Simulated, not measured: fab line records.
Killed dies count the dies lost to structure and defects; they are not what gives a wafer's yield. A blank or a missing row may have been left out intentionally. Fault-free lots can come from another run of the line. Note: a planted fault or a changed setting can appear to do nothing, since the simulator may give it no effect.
Which tool did it? | flow gf180mcu | 7 lots, 21 wafers sampled, at 1 step of a route of 602

WHAT THE GAUGES READ, wafer by wafer
GF_M4_OVL_MEAS_15.
lot  | measured     | on         | M4_OVL (nm)
L116 | day 24 22:23 | overlay-01 | -9 -3 -7
L121 | day 26 19:15 | overlay-02 | -4 -5 -8
L125 | day 28 06:47 | overlay-01 | -4 -10 -6
L127 | day 28 16:38 | overlay-02 | 7 5 8
L129 | day 29 04:25 | overlay-01 | 1 -7 4
L131 | day 29 17:48 | overlay-02 | 5 6 -9
L134 | day 30 16:39 | overlay-02 | -4 0 1

EACH LOT AND THE TOOL THAT RAN IT (in order: tool; ch and the chambers of the sampled wafers; start)
The record holds no process step before these readings.

THE ANSWER, worked out from the rows above alone
Rule: the lots themselves supply what counts as usual. The widest of any qualifying gaps counts: lots, ordered by their means at a reading, are off when they make up no more than a third of the lots, leave a main group of 4 or more, and stand apart from it by 3 or more times the standard deviation of that group's means. If all means in a main group match to the digits the tables above print for the reading, that group is not used. A lot without any number at a reading at which 4 lots or more have one is off too. All remaining lots with rows at the step are treated as sound.
No lot is off at any reading shown: from this, nothing can be told.

WHAT WAS PUT IN BY THE SIMULATOR
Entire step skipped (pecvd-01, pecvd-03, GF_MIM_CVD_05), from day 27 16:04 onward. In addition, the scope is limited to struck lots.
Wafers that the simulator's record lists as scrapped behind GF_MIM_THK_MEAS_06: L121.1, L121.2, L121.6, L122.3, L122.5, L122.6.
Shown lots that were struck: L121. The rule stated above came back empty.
